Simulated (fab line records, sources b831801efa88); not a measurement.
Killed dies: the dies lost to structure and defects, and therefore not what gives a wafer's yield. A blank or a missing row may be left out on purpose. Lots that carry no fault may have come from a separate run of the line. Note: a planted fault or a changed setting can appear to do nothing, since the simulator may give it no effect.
2 desks, one fault    flow gf180mcu    each desk has only its own numbers; what lay behind them comes last

AT THE METROLOGY DESK
Means of the sampled wafers that have a number, per lot and without regard to the tool the lot ran on: this is what the gauges read. Any lot whose mean is over 4 standard deviations away from the usual mean is out of limits and marked OUT; that distance is given in the brackets.
Columns: A = STI_OXIDATION_01_THK at GF_STI_THK_MEAS_22, usual 14.99 nm; B = MVPSD_RS at GF_VT_IMPLANT_RS_MEAS_49, usual 1154.4 ohm/sq
lot   first seen here  A      B
L269  day 2 05:58      14.66  1151.8
L270  day 2 09:07      14.81  1152.7
L272  day 2 18:58      14.74  1153.4
L273  day 2 23:50      14.98  1156.3
L274  day 3 05:08      15.20  1155.5
L277  day 3 20:14      14.67  1153.2
L282  day 4 22:14      14.91  1153.8
L283  day 5 05:07      15.07  1154.3
L284  day 5 08:55      14.77  1156.0
L287  day 6 00:17      15.30  1156.5
L288  day 6 07:44      14.95  1157.0
L290  day 6 16:08      15.29  1157.2
L291  day 6 21:32      14.52  1153.7
L292  day 7 02:53      14.96  1156.5
Result from this desk: across the 14 lots, nothing is out of limits.

FOR THE TOOL OWNER'S DESK: lithoTrack-03
At GF_HV_LDD_SOFTBAKE_27 (time 60 s), the tool's own readings, given per lot that ran on this tool as the mean of the sampled wafers with a number. Any lot whose mean is over 4 standard deviations away from the usual mean is out of limits and marked OUT; that distance is given in the brackets.
Columns: A = runLengthS at GF_HV_LDD_SOFTBAKE_27, usual 88.99 s
lot   first seen here  A
L270  day 11 08:58     88.97
L272  day 12 00:58     88.93
L273  day 12 11:10     91.02 (+18) OUT
L277  day 13 17:25     91.11 (+19) OUT
L288  day 17 10:30     89.04
L290  day 17 22:31     88.97
L291  day 18 09:34     88.98
L292  day 18 18:31     88.98
Finding of this desk: L273, L277 out of limits; the first was L273 at day 12 11:10, on runLengthS at GF_HV_LDD_SOFTBAKE_27. In limits: L270, L272, L288, L290, L291, L292.

PUT TOGETHER
At day 12 11:10, on L273, L277, the tool owner's desk was in a position to raise an alarm.
Nothing out of limits was seen by the metrology desk.
The metrology desk has L273, L277 on record, within its limits.
On lithoTrack-03, each named lot ran GF_HV_LDD_SOFTBAKE_27.

WHAT THE SIMULATOR HAD INSERTED
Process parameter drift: lithoTrack-03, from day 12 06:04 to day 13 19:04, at GF_HV_LDD_SOFTBAKE_27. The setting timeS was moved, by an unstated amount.
Struck lots among those shown: L273, L277.
Each desk's first reading out of limits, in hours after the fault started: the tool owner's desk, 5.
